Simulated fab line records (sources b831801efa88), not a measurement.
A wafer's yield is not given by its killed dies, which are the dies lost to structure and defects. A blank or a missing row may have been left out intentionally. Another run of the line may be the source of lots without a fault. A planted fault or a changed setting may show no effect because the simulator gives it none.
Matching of chambers + flow sky130 + SKY_VIA2_HDPCVD_00 on hdpcvd-01 has 3 sister chambers
The step deposits SiO2, target thk 1180 nm, time 196.7 s. 16 wafers are shown with their chamber, then 8 later ones without.

## WAFERS WITH THEIR CHAMBER
| wafer  | chamber | sih4 flow sccm (sccm) |
|--------|---------|-----------------------|
| L854.2 | 1       | 60.11                 |
| L854.3 | 0       | 59.96                 |
| L854.5 | 0       | 59.96                 |
| L859.3 | 0       | 59.98                 |
| L859.4 | 0       | 59.81                 |
| L859.5 | 2       | 60.06                 |
| L862.2 | 0       | 60.06                 |
| L862.5 | 2       | 59.75                 |
| L862.6 | 0       | 59.90                 |
| L863.1 | 1       | 60.27                 |
| L863.2 | 0       | 59.78                 |
| L863.6 | 0       | 59.75                 |
| L864.2 | 0       | 59.94                 |
| L864.3 | 2       | 60.59                 |
| L864.5 | 0       | 59.77                 |
| L865.1 | 2       | 59.89                 |

SIGNATURES (means of the wafers above)
| reading        | chamber 0 | chamber 1 | chamber 2 | scatter within a chamber |
|----------------|-----------|-----------|-----------|--------------------------|
| sih4 flow sccm | 59.8910   | 60.1900   | 60.0725   | 0.2                      |
Rule: distance of a wafer from a chamber = root of the sum over the readings of ((wafer's reading minus chamber's mean) / reading's scatter) squared. If the next closest chamber is less than 2 further off than the closest, the wafer can't be placed; otherwise it belongs to the closest. How the scatter is found: for the shown wafers, subtract from each reading the mean of its chamber, square and add these, divide the total by (wafers less chambers), then take the root.

## WAFERS WITHOUT THEIR CHAMBER
| wafer  | sih4 flow sccm (sccm) |
|--------|-----------------------|
| L865.4 | 59.88                 |
| L865.5 | 59.78                 |
| L868.1 | 59.94                 |
| L868.2 | 59.49                 |
| L868.4 | 59.62                 |
| L870.1 | 59.64                 |
| L870.2 | 60.12                 |
| L870.3 | 59.82                 |

## WHICH CHAMBER EACH ONE RAN IN
| wafer  | from the rows above          | in truth |
|--------|------------------------------|----------|
| L865.4 | can't be placed: 0 or 2 or 1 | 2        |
| L865.5 | can't be placed: 0 or 2 or 1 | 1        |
| L868.1 | can't be placed: 0 or 2 or 1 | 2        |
| L868.2 | can't be placed: 0 or 2 or 1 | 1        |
| L868.4 | can't be placed: 0 or 2 or 1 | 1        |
| L870.1 | can't be placed: 0 or 2 or 1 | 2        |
| L870.2 | can't be placed: 2 or 1 or 0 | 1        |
| L870.3 | can't be placed: 0 or 2 or 1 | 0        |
Placed correctly: 0 of 8. From these rows, 8 cannot be placed; in 8 the true chamber is one of the candidates. 0 placed wrongly.
